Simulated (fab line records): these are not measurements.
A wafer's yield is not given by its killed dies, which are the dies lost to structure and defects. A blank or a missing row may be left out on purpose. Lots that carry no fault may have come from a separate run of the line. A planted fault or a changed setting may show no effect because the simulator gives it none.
What tool caused it? :: flow sky130 :: 14 lots, 42 wafers sampled, at 2 steps of a route of 708

== WHAT THE GAUGES SHOWED, per wafer ==
SKY_CAP2M_THK_MEAS_04: measures by xrf. Usual: CAP2M_TIN_THK gives 201.3 nm (standard deviation 2.5).
lot: L521
measured: day 40 02:49
on: film-metro-01
CAP2M_TIN_THK (nm): 205.7 206.5 207.3
flag: 

lot: L522
measured: day 40 19:51
on: film-metro-04
CAP2M_TIN_THK (nm): 199.2 199.5 200.0
flag: 

lot: L524
measured: day 40 21:58
on: film-metro-01
CAP2M_TIN_THK (nm): 204.5 203.7 205.2
flag: 

lot: L523
measured: day 41 02:37
on: film-metro-04
CAP2M_TIN_THK (nm): 199.1 201.2 200.4
flag: 

lot: L525
measured: day 41 20:37
on: film-metro-03
CAP2M_TIN_THK (nm): 202.4 200.5 200.2
flag: 

lot: L526
measured: day 42 10:44
on: film-metro-04
CAP2M_TIN_THK (nm): 202.7 200.9 198.9
flag: 

lot: L528
measured: day 42 11:42
on: film-metro-03
CAP2M_TIN_THK (nm): 203.2 200.4 199.0
flag: 

lot: L527
measured: day 42 15:17
on: film-metro-04
CAP2M_TIN_THK (nm): 199.9 199.7 200.1
flag: 

lot: L529
measured: day 42 15:57
on: film-metro-03
CAP2M_TIN_THK (nm): 203.9 200.3 200.3
flag: 

lot: L534
measured: day 44 11:42
on: film-metro-01
CAP2M_TIN_THK (nm): 201.0 202.7 201.9
flag: 

lot: L536
measured: day 44 13:10
on: film-metro-04
CAP2M_TIN_THK (nm): 199.2 198.2 201.3
flag: 

lot: L535
measured: day 44 15:01
on: film-metro-04
CAP2M_TIN_THK (nm): 200.3 197.7 202.2
flag: 

lot: L539
measured: day 45 04:19
on: film-metro-04
CAP2M_TIN_THK (nm): 200.8 199.1 200.6
flag: 

lot: L540
measured: day 45 13:32
on: film-metro-01
CAP2M_TIN_THK (nm): 202.5 203.5 206.3
flag: 

== TOOL THAT RAN EACH LOT (tool first, then ch and the chambers of the sampled wafers, then the start) ==
lot: L521
SKY_LI_CONTACT_SPUTTER_20: pvd-sputter-02, day 29 13:09

lot: L522
SKY_LI_CONTACT_SPUTTER_20: pvd-sputter-02, day 30 09:37

lot: L524
SKY_LI_CONTACT_SPUTTER_20: pvd-sputter-02, day 30 12:00

lot: L523
SKY_LI_CONTACT_SPUTTER_20: pvd-sputter-04, day 30 17:23

lot: L525
SKY_LI_CONTACT_SPUTTER_20: pvd-sputter-02, day 31 12:13

lot: L526
SKY_LI_CONTACT_SPUTTER_20: pvd-sputter-02, day 32 04:23

lot: L528
SKY_LI_CONTACT_SPUTTER_20: pvd-sputter-03, day 32 06:35

lot: L527
SKY_LI_CONTACT_SPUTTER_20: pvd-sputter-03, day 32 11:44

lot: L529
SKY_LI_CONTACT_SPUTTER_20: pvd-sputter-04, day 32 12:25

lot: L534
SKY_LI_CONTACT_SPUTTER_20: pvd-sputter-03, day 34 13:54

lot: L536
SKY_LI_CONTACT_SPUTTER_20: pvd-sputter-04, day 34 15:57

lot: L535
SKY_LI_CONTACT_SPUTTER_20: pvd-sputter-04, day 34 17:04

lot: L539
SKY_LI_CONTACT_SPUTTER_20: pvd-sputter-04, day 35 10:16

lot: L540
SKY_LI_CONTACT_SPUTTER_20: pvd-sputter-03, day 35 20:37
- SKY_LI_CONTACT_SPUTTER_20: material TiN, target thk 20 nm, time 80 s.

== WHAT THE TOOLS THEMSELVES READ (means of the sampled wafers that have a number; where no wafer has one, the mark that the record gives instead) ==
SKY_LI_CONTACT_SPUTTER_20. Usual: 29.6 % for throttle-valve-pct, sd 1.1.
lot: L521
tool: pvd-sputter-02
throttle-valve-pct (%): 29.9
flag: 

lot: L522
tool: pvd-sputter-02
throttle-valve-pct (%): 30.8
flag: 

lot: L524
tool: pvd-sputter-02
throttle-valve-pct (%): 30.1
flag: 

lot: L523
tool: pvd-sputter-04
throttle-valve-pct (%): 29.6
flag: 

lot: L525
tool: pvd-sputter-02
throttle-valve-pct (%): 29.5
flag: 

lot: L526
tool: pvd-sputter-02
throttle-valve-pct (%): 29.9
flag: 

lot: L528
tool: pvd-sputter-03
throttle-valve-pct (%): 29.9
flag: 

lot: L527
tool: pvd-sputter-03
throttle-valve-pct (%): 30.2
flag: 

lot: L529
tool: pvd-sputter-04
throttle-valve-pct (%): 29.5
flag: 

lot: L534
tool: pvd-sputter-03
throttle-valve-pct (%): 30.9
flag: 

lot: L536
tool: pvd-sputter-04
throttle-valve-pct (%): 29.1
flag: 

lot: L535
tool: pvd-sputter-04
throttle-valve-pct (%): 29.1
flag: 

lot: L539
tool: pvd-sputter-04
throttle-valve-pct (%): 29.2
flag: 

lot: L540
tool: pvd-sputter-03
throttle-valve-pct (%): 29.1
flag: 

== THE ANSWER, worked out from the rows above alone ==
Rule: take the mean of a lot's wafers that have a number; if it is more than 3 standard deviations from the usual mean, the lot is off. Also off: a lot with no number at a reading for which 4 or more lots have one. Any other lot the step has rows for is counted as sound. After the gauges, taken in route order, come the tools' own readings; for these a lot's mean is taken, as printed above. The first step at which some lot is off is used, and at that step the reading that is off furthest; a lot without a number counts as furthest.
No lot is off at any reading shown: from this, nothing can be told.

== WHAT THE SIMULATOR HAD INSERTED ==
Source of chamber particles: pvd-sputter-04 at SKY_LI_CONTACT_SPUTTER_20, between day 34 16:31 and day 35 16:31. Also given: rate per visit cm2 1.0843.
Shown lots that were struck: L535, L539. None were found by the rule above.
